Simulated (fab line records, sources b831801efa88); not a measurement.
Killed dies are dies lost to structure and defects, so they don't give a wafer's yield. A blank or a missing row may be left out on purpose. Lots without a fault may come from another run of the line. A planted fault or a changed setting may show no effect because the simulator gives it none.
Which tool did it? | flow sky130 | 13 lots, 39 wafers sampled, at 5 steps of a route of 708

WHAT THE GAUGES READ, wafer by wafer
SKY_METAL2_OVL_MEAS_16.
lot  | measured     | on         | METAL2_OVL (nm)
L360 | day 34 23:54 | overlay-01 | -1 5 0
L362 | day 36 06:16 | overlay-02 | 6 3 3
L367 | day 37 16:50 | overlay-02 | 8 2 12
L370 | day 38 18:16 | overlay-02 | 4 11 -3
L373 | day 39 08:38 | overlay-02 | 5 -4 4
L375 | day 40 09:06 | overlay-02 | 5 5 -2
L377 | day 40 11:20 | overlay-02 | -4 8 5
L376 | day 40 17:02 | overlay-02 | 19 7 11
L378 | day 40 17:59 | overlay-01 | 10 10 9
L379 | day 41 05:51 | overlay-01 | 6 0 0
L380 | day 41 07:03 | overlay-02 | -2 4 11
L382 | day 41 10:46 | overlay-02 | 6 4 2
L383 | day 42 03:34 | overlay-01 | 14 10 3

SKY_VIA2_THK_MEAS_01.
lot  | measured     | on            | VIA2_HDPCVD_THK (nm)
L360 | day 35 00:53 | film_metro-03 | 1186 1171 1186
L362 | day 36 07:29 | film_metro-02 | 2381 2346 2338 2382 2345 2341
L367 | day 37 18:07 | film_metro-04 | 2332 2376 2362 2334 2376 2364
L370 | day 38 19:34 | film_metro-02 | 2360 2378 2372 2359 2379 2372
L373 | day 39 09:37 | film_metro-04 | 1173 1167 1170
L375 | day 40 10:03 | film_metro-04 | 1173 1189 1170
L377 | day 40 12:32 | film_metro-02 | 1155 1168 1165
L376 | day 40 17:58 | film_metro-02 | 1187 1156 1160
L378 | day 40 18:56 | film_metro-02 | 1170 1151 1197
L379 | day 41 06:47 | film_metro-02 | 1211 1201 1175
L380 | day 41 08:02 | film_metro-04 | 1190 1159 1192
L382 | day 41 11:43 | film_metro-03 | 1181 1174 1166
L383 | day 42 04:30 | film_metro-02 | 1213 1172 1206

WHICH TOOL RAN EACH LOT (tool, then ch and the chambers of the sampled wafers, then the start)
lot  | SKY_METAL2_DESCUM_17              | SKY_METAL2_METAL_ETCH_19          | SKY_VIA2_HDPCVD_00
L360 | rie_metal-01 ch 0,1, day 34 23:56 | rie_metal-01 ch 0,1, day 35 00:02 | hdpcvd-02 ch 0,1, day 35 00:44
L362 | rie_metal-03 ch 0,1, day 36 06:17 | rie_metal-03 ch 0,1, day 36 06:23 | hdpcvd-02 ch 0,2, day 36 07:04
L367 | rie_metal-01 ch 0,1, day 37 16:52 | rie_metal-01 ch 0,1, day 37 16:58 | hdpcvd-01 ch 0,1, day 37 17:39
L370 | rie_metal-01 ch 0,1, day 38 18:18 | rie_metal-01 ch 0,1, day 38 18:25 | hdpcvd-01 ch 1,2, day 38 19:04
L373 | rie_metal-01 ch 0,1, day 39 08:40 | rie_metal-01 ch 0,1, day 39 08:46 | hdpcvd-01 ch 0,1,2, day 39 09:29
L375 | rie_metal-01 ch 0,1, day 40 09:08 | rie_metal-01 ch 0,1, day 40 09:14 | hdpcvd-01 ch 0,1,2, day 40 09:58
L377 | rie_metal-03 ch 0, day 40 11:23   | rie_metal-03 ch 0, day 40 11:37   | hdpcvd-01 ch 0,1, day 40 12:23
L376 | rie_metal-01 ch 0,1, day 40 17:04 | rie_metal-01 ch 0,1, day 40 17:10 | hdpcvd-02 ch 0,2, day 40 17:50
L378 | rie_metal-04 ch 0,1, day 40 18:01 | rie_metal-04 ch 0,1, day 40 18:07 | hdpcvd-02 ch 0,1,2, day 40 18:47
L379 | rie_metal-01 ch 0,1, day 41 05:53 | rie_metal-01 ch 0,1, day 41 05:59 | hdpcvd-01 ch 0,1,2, day 41 06:40
L380 | rie_metal-03 ch 0,1, day 41 07:05 | rie_metal-03 ch 0,1, day 41 07:11 | hdpcvd-01 ch 0,1,2, day 41 07:54
L382 | rie_metal-04 ch 0,1, day 41 10:48 | rie_metal-04 ch 0,1, day 41 10:55 | hdpcvd-02 ch 0,2, day 41 11:34
L383 | rie_metal-03 ch 0, day 42 03:35   | rie_metal-03 ch 0, day 42 03:41   | hdpcvd-01 ch 0,1,2, day 42 04:22
- SKY_METAL2_DESCUM_17: chemistry O2, time 8 s.
- SKY_METAL2_METAL_ETCH_19: etches the open film in Cl2/BCl3, stops on SiO2, target depth 360 nm, time 78 s.
- SKY_VIA2_HDPCVD_00: deposits SiO2, target thk 1180 nm, time 196.7 s.

WHAT THE TOOLS THEMSELVES READ (means of the sampled wafers that have a number; where no wafer has one, the mark that the record gives instead)
SKY_METAL2_DESCUM_17.
lot  | tool         | drypump_motor_current_A (A) | oes_product_au (a.u.) | temp_c (C)
L360 | rie_metal-01 | 6.0                         | 1.003                 | 40.02
L362 | rie_metal-03 | 5.5                         | 1.000                 | 39.91
L367 | rie_metal-01 | 5.9                         | 1.003                 | 40.01
L370 | rie_metal-01 | 6.0                         | 0.999                 | 39.98
L373 | rie_metal-01 | 6.0                         | 0.988                 | 40.01
L375 | rie_metal-01 | 6.0                         | 1.007                 | 39.95
L377 | rie_metal-03 | 5.2                         | 1.001                 | 40.07
L376 | rie_metal-01 | 6.0                         | 1.002                 | 40.06
L378 | rie_metal-04 | 5.5                         | 0.996                 | 40.04
L379 | rie_metal-01 | 5.7                         | 1.002                 | 40.12
L380 | rie_metal-03 | 5.5                         | 1.006                 | 39.86
L382 | rie_metal-04 | 5.5                         | 0.997                 | 40.02
L383 | rie_metal-03 | 5.2                         | 1.005                 | 40.08

SKY_METAL2_METAL_ETCH_19.
lot  | tool         | drypump_motor_current_A (A) | oes_product_au (a.u.) | throttle_valve_pct (%)
L360 | rie_metal-01 | 6.0                         | 0.843                 | 22.262
L362 | rie_metal-03 | 5.5                         | 0.848                 | 22.263
L367 | rie_metal-01 | 6.0                         | 0.855                 | 22.260
L370 | rie_metal-01 | 6.0                         | 0.846                 | 22.264
L373 | rie_metal-01 | 6.0                         | 0.853                 | 22.266
L375 | rie_metal-01 | 6.0                         | 0.850                 | 22.248
L377 | rie_metal-03 | 5.2                         | 0.851                 | 22.260
L376 | rie_metal-01 | 6.0                         | 0.845                 | 22.249
L378 | rie_metal-04 | 5.5                         | 0.844                 | 22.269
L379 | rie_metal-01 | 5.7                         | 0.842                 | 22.260
L380 | rie_metal-03 | 5.5                         | 0.842                 | 22.259
L382 | rie_metal-04 | 5.5                         | 0.849                 | 22.258
L383 | rie_metal-03 | 5.2                         | 0.853                 | 22.254

THE ANSWER, worked out from the rows above alone
Rule: what is usual is taken from the lots themselves. Put in order of their means at a reading, lots are off if they are a third of the lots or fewer, leave a main group of 4 or more, and stand apart from it by a gap of 3 or more times the standard deviation of the main group's means; of several such gaps the widest counts. A main group whose means are all the same, to the digits that the tables above print for the reading, isn't used. A lot without any number at a reading at which 4 lots or more have one is off too. The other lots that the step has rows for count as sound. The gauges are gone through in route order, then the tools' own readings, and for those a lot's mean is taken as printed above. The first step at which some lot is off is used, and at that step the reading that is off furthest; a lot without a number counts as furthest.
Off: L362, L367, L370, at SKY_VIA2_THK_MEAS_01 (VIA2_HDPCVD_THK). The main group: mean 1178 nm, standard deviation 11.
A tool fits if, at a process step before that reading, it ran every lot that is off, and no sound lot after the first of them. The gauges at SKY_VIA2_THK_MEAS_01 are tried like those tools. None of those tried fits.

WHAT THE SIMULATOR HAD PUT IN
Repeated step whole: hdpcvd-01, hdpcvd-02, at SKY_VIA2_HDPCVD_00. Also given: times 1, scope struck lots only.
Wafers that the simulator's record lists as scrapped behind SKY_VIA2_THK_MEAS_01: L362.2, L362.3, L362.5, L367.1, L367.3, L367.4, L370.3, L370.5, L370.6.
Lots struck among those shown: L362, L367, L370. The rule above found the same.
